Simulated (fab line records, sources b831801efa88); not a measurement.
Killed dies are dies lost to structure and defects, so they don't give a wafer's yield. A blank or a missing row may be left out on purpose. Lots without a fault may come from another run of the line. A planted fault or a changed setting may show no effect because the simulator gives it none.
fab line records | flow sky130
record lots=13 wafers=39 last_day=50
route steps=708 shown VIA2@507 CAPM@540 VIA3@597 VIA4@658 PAD_OPEN@708
lots that met no fault: from a run of the same line without faults
start_h: hours from the record's first day to the start of the lot's first wafer shown | wait_h: hours since the lot's step before | " the same as in the row above | L1.1+2: a row that stands for several wafers | - no value, or no start given | * or withheld: withheld | < > ~ a bound
route shown NAME@n: a module of which the file shows steps, and the number in the route of the first | usual: mean/standard deviation of fault-free wafers | same: alike in all rows | chamber/n: place in a boat | sites: the reading at each site | _std_site: their standard deviation | _edge_site: outer sites' mean less inner sites' | radius_mm: how far each site lies from the wafer's centre | mask NAME#n: copy n | behind: the tool/chamber that last shaped the wafer | hold: why the lot was held/for how many hours/how that ended | device: the transistor (n, p or np) that didn't switch | end of line: the same wafers' tests at the end of the route | a step without rows: its recipe alone | killed: dies lost to structure and defects at the first sort, not the wafer's yield | map: a wafer's dies, x killed, . not, _ none there
set.NAME: the setting as run; set.NAME@STEP: as run at that earlier step | model.NAME: the simulator's own value behind a step, which no gauge read
steps of the route over a sample of lots; a table a step, a row a wafer
services: from which hour (start_h, from the record's first day; less than 0 if before it) a tool's chamber was out of use, for how many hours, and why
## steps
# step SKY_VIA2_HDPCVD_00
# recipe material=SiO2 target_thk_nm=1180 sigma_open_frac=0.3 time_s=196.7 temp_c=400 sih4_flow_sccm=60 pressure_mtorr=6
# columns lot.wafer tool chamber start_h wait_h
L772.1+5+6 hdpcvd-01 1,1,0 832.60 0.0
L773.2+4+5 hdpcvd-02 2,0,1 851.77 0.0
L775.4+5+6 hdpcvd-02 0,1,2 853.61 0.1
L777.1+5+6 hdpcvd-02 2,2,1 868.85 0.0
L779.3+4+6 hdpcvd-02 1,1,2 880.98 0.0
L781.2+4+6 hdpcvd-02 1,0,1 901.48 0.0
L782.1+5+6 hdpcvd-01 1,1,0 905.71 0.0
L783.2+4+5 hdpcvd-01 1,2,1 914.70 0.0
L784.2+3+6 hdpcvd-01 2,1,2 918.23 0.0
L786.1+2+3 hdpcvd-01 2,0,1 936.65 0.0
L787.1+5+6 hdpcvd-01 1,0,1 940.31 0.0
L791.1+2+4 hdpcvd-01 0,2,1 965.29 0.0
L794.2+4+5 hdpcvd-01 0,1,0 983.86 0.0
# step SKY_CAPM_RS_MEAS_03
# recipe thk_meas_gauge=four-point-probe reads=TiN_of_CAPM_SPUTTER_02
# usual CAPM_TIN_RS=6.89/0.062
# columns lot.wafer tool chamber start_h wait_h CAPM_TIN_RS[ohm/sq]
L772.1 film_metro-01 - 861.60 0.1 6.85
L772.5 " - " " 6.91
L772.6 " - " " 6.86
L773.2 film_metro-01 - 880.75 0.1 6.98
L773.4 " - " " 6.89
L773.5 " - " " 6.95
L775.4 film_metro-01 - 882.15 0.1 6.90
L775.5 " - " " 6.86
L775.6 " - " " 6.87
L777.1 film_metro-01 - 896.70 0.1 6.81
L777.5 " - " " 6.85
L777.6 " - " " 6.83
L779.3 film_metro-01 - 908.58 0.1 6.88
L779.4 " - " " 6.88
L779.6 " - " " 6.93
L781.2 film_metro-01 - 928.73 0.1 6.95
L781.4 " - " " 6.95
L781.6 " - " " 6.95
L782.1 film_metro-04 - 932.94 0.1 6.86
L782.5 " - " " 6.90
L782.6 " - " " 6.87
L783.2 film_metro-01 - 942.52 0.1 6.94
L783.4 " - " " 6.90
L783.5 " - " " 6.92
L784.2 film_metro-01 - 945.22 0.1 6.97
L784.3 " - " " 6.93
L784.6 " - " " 6.92
L786.1 film_metro-04 - 963.84 0.1 6.94
L786.2 " - " " 6.94
L786.3 " - " " 6.88
L787.1 film_metro-03 - 967.12 0.1 6.98
L787.5 " - " " 6.87
L787.6 " - " " 6.93
L791.1 film_metro-01 - 990.51 0.1 6.99
L791.2 " - " " 6.94
L791.4 " - " " 6.93
L794.2 film_metro-01 - 1009.59 0.1 6.86
L794.4 " - " " 6.87
L794.5 " - " " 6.91
# step SKY_VIA3_CMP_24
# recipe stop_on=SiO2 t_overpolish_s=20 down_force_psi=3.5 platen_rpm=60 target_thk_nm=0 pad_velocity_m_s=0.94248
# usual motor_current_A=11.4/0.81 overpolish_run_s=20.000/0.0085 time_to_endpoint_s=94/3.9
# columns lot.wafer tool chamber start_h wait_h motor_current_A overpolish_run_s time_to_endpoint_s
L772.1 cmp-01 3 941.18 0.2 11.0 19.990 99
L772.6 " 0 " " 10.8 20.000 94
L772.5 " 1 " " 11.1 20.010 94
L773.4 cmp-01 1 958.12 0.1 11.2 20.003 92
L773.2 " 2 " " 11.4 19.981 97
L773.5 " 0 " " 11.2 19.987 91
L775.4 cmp-02 1 960.56 0.0 11.1 19.994 90
L775.5 " 1 " " 10.4 20.001 90
L775.6 " 2 " " 12.0 20.009 87
L777.1 cmp-02 1 973.23 0.1 10.9 20.012 89
L777.6 " 3 " " 12.4 20.006 92
L777.5 " 0 " " 11.4 19.983 88
L779.4 cmp-01 0 985.13 0.0 11.4 20.010 92
L779.3 " 2 " " 11.4 20.003 91
L779.6 " 0 " " 11.2 20.007 90
L781.4 cmp-02 2 1004.64 0.1 12.7 19.987 97
L781.2 " 0 " " 10.8 19.997 90
L781.6 " 1 " " 10.5 20.003 93
L782.1 cmp-01 2 1008.43 0.2 11.6 20.001 90
L782.6 " 3 " " 11.4 20.006 91
L782.5 " 0 " " 10.4 20.005 87
L783.4 cmp-01 3 1017.38 0.1 12.0 19.989 96
L783.2 " 0 " " 10.8 19.985 98
L783.5 " 3 " " 11.3 20.003 96
L784.2 cmp-02 2 1020.24 0.1 12.8 19.989 100
L784.3 " 3 " " 12.9 20.021 99
L784.6 " 0 " " 10.8 19.989 100
L786.2 cmp-02 2 1040.25 0.3 13.3 20.003 92
L786.1 " 3 " " 13.1 19.993 96
L786.3 " 0 " " 10.8 19.998 92
L787.1 cmp-02 1 1041.79 0.1 10.9 19.986 103
L787.6 " 1 " " 11.2 20.001 100
L787.5 " 2 " " 11.8 19.995 97
L791.2 cmp-01 2 1063.64 0.0 11.1 20.003 91
L791.4 " 0 " " 10.8 19.997 87
L791.1 " 1 " " 11.3 20.001 90
L794.4 cmp-02 3 1078.45 0.0 12.2 19.991 98
L794.2 " 2 " " 12.3 20.015 96
L794.5 " 3 " " 12.6 19.998 94
# step SKY_VIA4_RS_MEAS_19
# recipe thk_meas_gauge=four-point-probe reads=W_of_VIA4_CVD_18+TiN_of_VIA4_SPUTTER_17
# usual VIA4_W_RS=0.2260/0.0025
# columns lot.wafer tool chamber start_h wait_h VIA4_W_RS[ohm/sq]
L772.1 film_metro-03 - 1015.88 0.1 0.2272
L772.5 " - " " 0.2301
L772.6 " - " " 0.2239
L775.4 film_metro-03 - 1042.00 0.1 0.2278
L775.5 " - " " 0.2283
L775.6 " - " " 0.2290
L773.2 film_metro-02 - 1042.29 0.1 0.2286
L773.4 " - " " 0.2240
L773.5 " - " " 0.2242
L777.1 film_metro-02 - 1045.90 0.1 0.2306
L777.5 " - " " 0.2272
L777.6 " - " " 0.2213
L779.3 film_metro-03 - 1057.52 0.1 0.2235
L779.4 " - " " 0.2279
L779.6 " - " " 0.2274
L781.2 film_metro-03 - 1075.42 0.1 0.2287
L781.4 " - " " 0.2248
L781.6 " - " " 0.2251
L782.1 film_metro-01 - 1078.60 0.1 0.2236
L782.5 " - " " 0.2235
L782.6 " - " " 0.2237
L783.2 film_metro-02 - 1088.12 0.1 0.2279
L783.4 " - " " 0.2284
L783.5 " - " " 0.2278
L784.2 film_metro-01 - 1088.87 0.1 0.2275
L784.3 " - " " 0.2287
L784.6 " - " " 0.2261
L786.1 film_metro-02 - 1110.20 0.1 0.2290
L786.2 " - " " 0.2278
L786.3 " - " " 0.2273
L787.1 film_metro-03 - 1112.14 0.1 0.2281
L787.5 " - " " 0.2262
L787.6 " - " " 0.2253
L791.1 film_metro-01 - 1127.53 0.1 0.2277
L791.2 " - " " 0.2268
L791.4 " - " " 0.2238
L794.2 film_metro-03 - 1143.30 0.1 0.2278
L794.4 " - " " 0.2255
L794.5 " - " " 0.2232
# step SKY_PAD_OPEN_PROBE_99
# usual defect_limited_yield=82.9/1.8 killed_at_M0_to_M3=42/7.2 killed_at_M4_up=3.2/1.8 killed_at_contacts=24/5.4 killed_at_front_end=15/4 killed_at_other=0.3/0.59 killed_dies=84/9 killed_open=46/7.1 killed_short=38/6 sort_bin_3_pad_short=0.8/0.41 sort_bin_5_function=10.1/1.3 sort_bin_6_memory=6.3/1.2 sort_n_pass=408/9 sort_yield_pct=82.9/1.8
# same gross_dies=492 killed_at_back_side=0 sort_bin_4_leakage[%]=0 sort_bin_8_speed[%]=0
# columns lot.wafer tool chamber start_h wait_h defect_limited_yield[%] killed_at_M0_to_M3 killed_at_M4_up killed_at_contacts killed_at_front_end killed_at_other killed_dies killed_open killed_short sort_bin_3_pad_short[%] sort_bin_5_function[%] sort_bin_6_memory[%] sort_n_pass sort_yield_pct[%]
L779.3 prober-02 - 1127.16 0.2 75.8 74 6 24 15 0 119 44 33 2.0 16.1 6.1 373 75.8
L779.4 prober-02 - 1127.21 0.2 76.2 87 4 13 13 0 117 43 24 2.2 16.3 5.3 375 76.2
L779.6 prober-02 - 1127.31 0.2 75.0 81 5 23 14 0 123 42 34 3.3 16.1 5.7 369 75.0
L781.2 prober-02 - 1137.97 0.1 73.4 93 2 26 9 1 131 41 39 2.0 18.3 6.3 361 73.4
L781.4 prober-02 - 1138.07 0.2 76.8 72 5 21 16 0 114 50 45 1.6 15.0 6.5 378 76.8
L781.6 prober-02 - 1138.17 0.2 74.4 87 3 24 12 0 126 48 28 2.4 14.0 9.1 366 74.4
# killed by level:class
L779.3 VIA2:unspecified=42 CONTACT:geometric_particle:open=10 VIA1:geometric_particle:open=9 VIA2:geometric_particle:open=8 POLY_GATE:geometric_particle:open=6 CONTACT:geometric_particle:short=6 LI_CONTACT:geometric_particle:open=4 LOCAL_INTERCONNECT:geometric_particle:short=4
L779.4 VIA2:unspecified=50 VIA1:geometric_particle:open=14 CONTACT:geometric_particle:open=6 VIA3:geometric_particle:open=5 FIELD_ISO:geometric_particle:open=4 LI_CONTACT:geometric_particle:open=4 METAL1:geometric_particle:short=4 POLY_GATE:geometric_particle:open=3
L779.6 VIA2:unspecified=47 CONTACT:geometric_particle:open=12 VIA3:geometric_particle:open=9 VIA2:geometric_particle:open=6 LI_CONTACT:geometric_particle:open=5 METAL4:geometric_particle:short=5 POLY_GATE:geometric_particle:short=4 FIELD_ISO:geometric_particle:short=4
L781.2 VIA2:unspecified=51 VIA3:geometric_particle:open=8 CONTACT:geometric_particle:short=7 VIA1:geometric_particle:open=7 LI_CONTACT:geometric_particle:open=6 CONTACT:geometric_particle:open=6 METAL2:geometric_particle:short=6 VIA2:geometric_particle:open=6
L781.4 VIA2:unspecified=19 VIA1:geometric_particle:open=12 CONTACT:geometric_particle:open=8 VIA2:geometric_particle:open=7 FIELD_ISO:geometric_particle:short=5 CONTACT:geometric_particle:short=5 METAL1:geometric_particle:short=5 METAL3:geometric_particle:short=5
L781.6 VIA2:unspecified=50 VIA1:geometric_particle:open=9 CONTACT:geometric_particle:open=8 LI_CONTACT:geometric_particle:open=7 VIA3:geometric_particle:open=7 FIELD_ISO:geometric_particle:open=6 CONTACT:geometric_particle:short=5 METAL1:geometric_particle:short=5
## services
# columns tool chamber start_h hours kind
hdpcvd-02 - 826.31 1.4 repair
cmp-01 - 853.73 3.5 repair
cmp-01 - 866.12 0.4 repair
cmp-02 - 875.91 3.8 pm
hdpcvd-01 0 883.12 1.8 repair
cmp-01 - 912.00 4.0 pm
cmp-01 - 933.14 1.4 repair
cmp-01 - 937.93 0.3 repair
hdpcvd-01 - 950.25 15.0 pm
hdpcvd-01 0 950.25 15.0 vent_cycle
hdpcvd-01 1 950.25 15.0 vent_cycle
hdpcvd-01 2 950.25 15.0 vent_cycle
cmp-01 - 960.85 6.0 pm
hdpcvd-01 0 965.25 - clean
hdpcvd-02 - 981.60 0.6 repair
hdpcvd-01 - 1003.95 1.4 repair
cmp-01 - 1019.73 1.0 repair
cmp-01 - 1029.96 1.0 repair
cmp-02 - 1032.68 4.8 repair
hdpcvd-02 - 1037.69 1.7 repair
cmp-01 - 1048.72 6.0 pm
hdpcvd-01 - 1057.30 0.8 pm
cmp-01 - 1059.60 0.3 repair
cmp-02 - 1072.71 2.6 repair
## key
first_sign step=SKY_PAD_OPEN_PROBE_99 reading=killed_at_M0_to_M3 direction=up sigmas=5.6 usual=42 struck=82
effect step=SKY_PAD_OPEN_PROBE_99 reading=sort_bin_5_function direction=up sigmas=4.5 usual=10.1 struck=16.0
met_at SKY_VIA2_HDPCVD_00
struck_lots L779,L781
not_acting_at SKY_CAPM_RS_MEAS_03,SKY_VIA3_CMP_24,SKY_VIA4_RS_MEAS_19
onset_between 868.85 880.98
fault kind=chamber_particle_source tool=hdpcvd-02 chamber=- onset_h=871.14 steps=SKY_VIA2_HDPCVD_00 rate_per_visit_cm2=0.68906
